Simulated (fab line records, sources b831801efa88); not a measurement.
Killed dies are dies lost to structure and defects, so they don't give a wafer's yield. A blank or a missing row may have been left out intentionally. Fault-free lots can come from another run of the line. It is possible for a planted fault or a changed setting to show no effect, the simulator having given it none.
Which tool is to blame?	flow gf180mcu	18 wafers from 6 lots sampled at 4 of the route's 602 steps

## WHAT THE GAUGES READ, wafer by wafer
GF_V4_OVL_MEAS_15.
lot	measured	on	V4_OVL (nm)
L776	day 25 08:37	overlay-02	11 3 8
L781	day 27 08:07	overlay-01	1 9 9
L783	day 27 18:50	overlay-01	1 1 -1
L785	day 28 06:14	overlay-01	3 -2 2
L787	day 28 18:34	overlay-01	-9 -5 1
L796	day 31 06:32	overlay-02	-3 -6 -6

## TOOL THAT RAN EACH LOT (tool first, then ch and the chambers of the sampled wafers, then the start)
lot	GF_V2_ETCH_16	GF_M3_SPUTTER_01	GF_V4_CMP_04
L776	rie_diel-04 ch 1,2, day 21 07:10	pvd_sputter-02, day 21 08:38	cmp-02 ch 1,3, day 24 10:37
L781	rie_diel-01 ch 0,2,3, day 23 13:34	pvd_sputter-03, day 23 15:02	cmp-01 ch 0,3, day 26 11:23
L783	rie_diel-04 ch 1,2,3, day 24 00:55	pvd_sputter-04, day 24 02:22	cmp-01 ch 1,3, day 26 22:13
L785	rie_diel-04 ch 0,3, day 24 13:52	pvd_sputter-03, day 24 15:19	cmp-02 ch 1,2,3, day 27 10:16
L787	rie_diel-04 ch 1,2,3, day 25 02:55	pvd_sputter-04, day 25 04:25	cmp-02 ch 0,2,3, day 27 22:58
L796	rie_diel-04 ch 2,3, day 27 23:16	pvd_sputter-02, day 28 00:43	cmp-01 ch 0,1,2, day 30 13:17
- GF_V2_ETCH_16: etches BARC in N2/H2.
- GF_M3_SPUTTER_01: material TiN, target thk 30 nm, time 25 s.
- GF_V4_CMP_04: polishes SiO2.

## THE ANSWER, worked out from the rows above alone
Rule: the lots themselves supply what counts as usual. The widest of any qualifying gaps counts: lots, ordered by their means at a reading, are off when they make up no more than a third of the lots, leave a main group of 4 or more, and stand apart from it by 3 or more times the standard deviation of that group's means. A main group whose means are all the same, to the digits that the tables above print for the reading, isn't used. Also off: a lot with no number at a reading for which 4 or more lots have one. The other lots that the step has rows for count as sound.
Across all readings shown, no lot is off: no conclusion can be drawn from this.

## WHAT THE SIMULATOR PUT IN
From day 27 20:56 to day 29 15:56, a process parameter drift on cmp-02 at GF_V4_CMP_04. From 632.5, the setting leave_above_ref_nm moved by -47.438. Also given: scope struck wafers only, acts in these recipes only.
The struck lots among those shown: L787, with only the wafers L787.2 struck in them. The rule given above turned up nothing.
